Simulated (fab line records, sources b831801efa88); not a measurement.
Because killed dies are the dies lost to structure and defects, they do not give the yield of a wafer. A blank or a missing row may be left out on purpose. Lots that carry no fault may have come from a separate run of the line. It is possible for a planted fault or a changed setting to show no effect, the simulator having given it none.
Problem report, 8D (eight disciplines) form, completed by code	flow gf180mcu	the parts of the form that need people (team, actions taken, sign-off) are left out

1. PROBLEM STATEMENT
Across 6 wafers from 2 lots, HV_LDD_RS at GF_HV_LDD_RS_MEAS_53 averages 401.2 ohm/sq, while fault-free wafers read 418.4 ohm/sq with a standard deviation of 1. That puts it -17 standard deviations away from the usual mean.
The step: measures by four-point-probe.
The first sign was on wafer L918.1 at day 15 02:07, on film_metro-04. The record holds 36 wafers of 12 lots with a number at this step. Rule for "out" (also "out of limits"): further than 4 standard deviations from the usual mean. All remaining wafers that have a number are taken as sound.

2. WHAT IT IS, AND WHAT IT ISN'T
question	is	is not
which readings at this step	HV_LDD_RS	-
which lots	L918, L920	L910, L911, L912, L914, L915, L916, L927, L929, L930, L933
which wafers of those lots	all that have a number	-
read on which gauges	film_metro-01, film_metro-04	film_metro-02
when	from day 15 02:07	up to then (18 sound wafers); but 12 sound wafers of L927, L929, L930, L933 came after

3. THE SUSPECTS, EACH WITH WHAT RULES IT OUT
Counting: a tool at any process step up to the reading remains a suspect when it ran all the lots that are out and ran no sound lot after the first of those.
- the gauge at GF_HV_LDD_RS_MEAS_53 is ruled out. Those wafers that are out were read across 2 gauges (film_metro-01, film_metro-04).
- implanter-01 at GF_HV_LDD_IMPLANT_09: ruled out as a lasting fault. The sound lots L929, L933 went through it after L918, its earliest lot that is out (day 12 11:39).
Left after counting: nothing in the record.

4. THE CAUSE (what the simulator had put in)
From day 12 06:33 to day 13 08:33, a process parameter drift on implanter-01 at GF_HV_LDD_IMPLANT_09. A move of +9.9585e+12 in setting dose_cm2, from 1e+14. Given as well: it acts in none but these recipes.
It was ruled out by counting, in error; the rule expects a fault to strike all lots run on its tool from its start on, and this fault did not.

5. THE CHAIN OF EFFECTS, in route order
Rows list readings where the struck wafers' mean (over those with a number) sits beyond 3 standard deviations from the usual. Readings are gone through only where the record gives a usual standard deviation; hours: the median, over the lots, of the time from a lot's start at the first step in this table giving one to that lot's start at this step; sigmas: the change measured in usual standard deviations.
hours	step	reading	usual	on struck wafers	change	sigmas
0	GF_HV_LDD_IMPLANT_09	dose_ions_cm2	9.999e+13	1.100e+14	+1.002e+13	+84
0	GF_HV_LDD_IMPLANT_09	faraday_current_uA	564	618	+54	+5.6
0	GF_HV_LDD_TW_MEAS_11	HV_LDD_TW	2402	2462	+60	+3.0
63	GF_HV_LDD_RS_MEAS_53	HV_LDD_RS	418.4 ohm/sq	401.2	-17.2	-17
Process steps it contains:
- GF_HV_LDD_IMPLANT_09

6. HOW IT WOULD HAVE BEEN CAUGHT EARLIER
In this record the first reading out of limits at a measuring or inspecting step was taken at day 15 02:07, 68 hours after the fault began at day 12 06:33.
Tool's own readings at GF_HV_LDD_IMPLANT_09, dose_ions_cm2: out on all struck wafers the step has rows for; an alarm limit on them would have tripped on the first.
